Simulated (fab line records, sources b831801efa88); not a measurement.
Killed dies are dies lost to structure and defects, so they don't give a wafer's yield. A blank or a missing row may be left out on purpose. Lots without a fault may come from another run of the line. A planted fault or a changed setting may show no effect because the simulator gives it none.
Split-lot experiment | flow gf180mcu | 5 lots, 23 wafers read, on a route of 602 steps

THE SPLIT
At GF_TOP_METAL_SPUTTER_02 (material AlCu, target thk 900 nm, time 47.82 s), the setting time_s was moved away from the recipe's 47.82 s on 7 of the 23 wafers read, by +5.3% to +14.9%. The other wafers ran this setting at the recipe's value.

FROM THE SPLIT TO THE READING: what the file shows between them, 3 steps
- GF_TOP_METAL_SPUTTER_03: material Ti, target thk 5 nm, time 3.3 s
- GF_TOP_METAL_SPUTTER_04: material TiN, target thk 25 nm, time 20.8 s
- GF_TOP_METAL_RS_MEAS_05: measures by four-point-probe

THE READING
TOP_METAL_ALCU_THK, in nm, at GF_TOP_METAL_THK_MEAS_06 (measures by xrf). Fault-free wafers of this fab line usually give 903 nm, standard deviation 11 nm.

wafer  | tool, chamber at the split | time_s as run, s | against the recipe | TOP_METAL_ALCU_THK, nm | against lot-mates on the recipe
L075.1 | pvd_sputter-04, -          | 47.82            | recipe             | 925                    | -
L075.2 | pvd_sputter-04, -          | 54.93            | +14.9%             | 1041                   | +122
L075.3 | pvd_sputter-04, -          | 54.93            | +14.9%             | 1038                   | +119
L075.5 | pvd_sputter-04, -          | 54.93            | +14.9%             | 1035                   | +116
L075.6 | pvd_sputter-04, -          | 47.82            | recipe             | 913                    | -
L077.2 | pvd_sputter-04, -          | 47.82            | recipe             | 898                    | -
L077.3 | pvd_sputter-04, -          | 52.67            | +10.1%             | 1000                   | +91
L077.4 | pvd_sputter-04, -          | 47.82            | recipe             | 920                    | -
L077.5 | pvd_sputter-04, -          | 47.82            | recipe             | 908                    | -
L077.6 | pvd_sputter-04, -          | 52.67            | +10.1%             | 989                    | +80
L080.1 | pvd_sputter-04, -          | 47.82            | recipe             | 899                    | -
L080.3 | pvd_sputter-04, -          | 47.82            | recipe             | 928                    | -
L080.6 | pvd_sputter-04, -          | 47.82            | recipe             | 898                    | -
L082.1 | pvd_sputter-02, -          | 47.82            | recipe             | 896                    | -
L082.2 | pvd_sputter-02, -          | 47.82            | recipe             | 894                    | -
L082.3 | pvd_sputter-02, -          | 47.82            | recipe             | 901                    | -
L082.5 | pvd_sputter-02, -          | 47.82            | recipe             | 902                    | -
L082.6 | pvd_sputter-02, -          | 47.82            | recipe             | 897                    | -
L085.1 | pvd_sputter-03, -          | 50.37            | +5.3%              | 954                    | +55
L085.2 | pvd_sputter-03, -          | 47.82            | recipe             | 902                    | -
L085.3 | pvd_sputter-03, -          | 50.37            | +5.3%              | 947                    | +48
L085.5 | pvd_sputter-03, -          | 47.82            | recipe             | 900                    | -
L085.6 | pvd_sputter-03, -          | 47.82            | recipe             | 896                    | -

THE FIT
A straight line over all 23 wafers: TOP_METAL_ALCU_THK changes by +8.92 nm for each +1% of time_s; r = +0.98; the points scatter about the line by 9.5 nm.
The same after taking each lot's own level away (the mean of its wafers on the recipe; 23 wafers): +8.15 nm for each +1%; r = +0.99; scatter 7.6 nm.
On that fit, the largest move of time_s shifts the reading by 1.2e+02 nm.
The lots' own levels span 898.0 to 919.0 nm, that is 1.9 times the standard deviation above.
So the lot-to-lot level changes the slope little: the two slopes agree.
Check: with one of the wafers moved furthest among these (+14.9%) left out of the fit, the line predicts +122 nm for it against its lot-mates. It came out at +122 nm against them.

THE WHOLE CHAIN: every reading that the file lists as answering this split, in the file's order
step                     | what it does                                   | reading                                                                              | change (the file's fit)               | r (the file's)
GF_TOP_METAL_SPUTTER_02  | material AlCu, target thk 900 nm, time 47.82 s | AlCu_of_TOP_METAL_SPUTTER_02.thk_nm (the simulator's own value, which no gauge read) | +7.98 nm for each +1% of the setting  | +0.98
GF_TOP_METAL_RS_MEAS_05  | measures by four-point-probe                   | TOP_METAL_ALCU_RS                                                                    | -0.000261 for each +1% of the setting | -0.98
GF_TOP_METAL_THK_MEAS_06 | measures by xrf                                | TOP_METAL_ALCU_THK                                                                   | +8.29 for each +1% of the setting     | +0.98

THE FILE'S OWN FIT
TOP_METAL_ALCU_THK changes by +8.29 nm for each +1% of time_s, r = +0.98.
